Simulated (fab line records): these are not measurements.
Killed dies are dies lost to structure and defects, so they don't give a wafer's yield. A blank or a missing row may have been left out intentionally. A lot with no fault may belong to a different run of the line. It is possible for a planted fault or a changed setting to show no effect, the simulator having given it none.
Lot-split experiment | flow sfq_line | 5 lots, 23 wafers read, on a route of 325 steps

SPLIT DETAILS
At SFQ_TRILAYER_JJ_CE_LITHO_PEB_117 (peb time 60 s), the setting peb_temp_c was moved away from the recipe's 115 C on 6 of the 23 wafers read, by -2.1% to -0.9%. This setting was run at the recipe's value on the other wafers.

FROM THE SPLIT ON TO THE READING: in between, the file shows 1 step
- SFQ_TRILAYER_JJ_CE_LITHO_DEVELOP_116: time 60 s

THE READING
cd_nm, in nm, at SFQ_TRILAYER_JJ_CE_METRO_MEASURE_117. Typical for fault-free wafers on this fab line: 699.6 nm, with standard deviation 1.4 nm.

wafer  | tool, chamber at the split | peb_temp_c as run, C | against the recipe | cd_nm, nm | against lot-mates on the recipe
L075.3 | litho_track-04, 0          | 115                  | recipe             | 700.7     | -
L075.4 | litho_track-04, 0          | 115                  | recipe             | 701.9     | -
L075.5 | litho_track-04, 0          | 115                  | recipe             | 702.1     | -
L079.1 | litho_track-03, 0          | 112.6                | -2.1%              | 745.3     | +46.4
L079.2 | litho_track-03, 0          | 115                  | recipe             | 698.9     | -
L079.4 | litho_track-03, 0          | 115                  | recipe             | 698.2     | -
L079.5 | litho_track-03, 0          | 112.6                | -2.1%              | 746.1     | +47.2
L079.6 | litho_track-03, 0          | 115                  | recipe             | 699.5     | -
L080.1 | litho_track-04, 0          | 114                  | -0.9%              | 718.4     | +19.7
L080.2 | litho_track-04, 0          | 114                  | -0.9%              | 719.3     | +20.6
L080.3 | litho_track-04, 0          | 115                  | recipe             | 698.6     | -
L080.4 | litho_track-04, 0          | 115                  | recipe             | 698.9     | -
L080.5 | litho_track-04, 0          | 115                  | recipe             | 698.6     | -
L081.1 | litho_track-03, 0          | 112.8                | -1.9%              | 741.7     | +43.7
L081.2 | litho_track-03, 0          | 115                  | recipe             | 698.5     | -
L081.3 | litho_track-03, 0          | 115                  | recipe             | 697.5     | -
L081.5 | litho_track-03, 0          | 112.8                | -1.9%              | 740.7     | +42.7
L081.6 | litho_track-03, 0          | 115                  | recipe             | 698.0     | -
L083.2 | litho_track-02, 0          | 115                  | recipe             | 698.8     | -
L083.3 | litho_track-02, 0          | 115                  | recipe             | 698.1     | -
L083.4 | litho_track-02, 0          | 115                  | recipe             | 698.3     | -
L083.5 | litho_track-02, 0          | 115                  | recipe             | 698.7     | -
L083.6 | litho_track-02, 0          | 115                  | recipe             | 697.6     | -

FIT RESULTS
A straight line over all 23 wafers: cd_nm changes by -22.3 nm for each +1% of peb_temp_c; r = -1.00; the points scatter about the line by 1.2 nm.
The same after taking each lot's own level away (the mean of its wafers on the recipe; 23 wafers): -22.5 nm for each +1%; r = -1.00; scatter 0.51 nm.
That fit puts the effect of the largest move of peb_temp_c on the reading at 47 nm.
From 698.00 to 701.57 nm: that is the span of the lots' own levels, equal to 2.5 times the standard deviation above.
The two slopes agree, so the slope changes little with the lot-to-lot level.
Check: with one of the wafers moved furthest among these (-2.1%) left out of the fit, the line predicts +47.3 nm for it against its lot-mates. Against them it came out at +46.4 nm.

THE WHOLE CHAIN: every reading that the file lists as answering this split, in the file's order
step                                 | what it does                                                               | reading                                                   | change (the file's fit)              | r (the file's)
SFQ_TRILAYER_JJ_CE_METRO_MEASURE_117 |                                                                            | cd_nm                                                     | -22.5 nm for each +1% of the setting | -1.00
SFQ_TRILAYER_JJ_CE_BARC_OPEN_RIE_150 | chemistry O2, target BARC, target depth 240 nm, time 80 s                  | JJ.cd_nm (the simulator's own value, which no gauge read) | -22.7 nm for each +1% of the setting | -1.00
SFQ_TRILAYER_JJ_CE_ETCH_RIE_118      | chemistry SF6, target Nb, stops on Al2O3, time 97.7 s, target depth 170 nm | JJ.cd_nm (the simulator's own value, which no gauge read) | -22.2 nm for each +1% of the setting | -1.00

THE FILE'S OWN FIT
cd_nm changes by -22.5 nm for each +1% of peb_temp_c, r = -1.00.
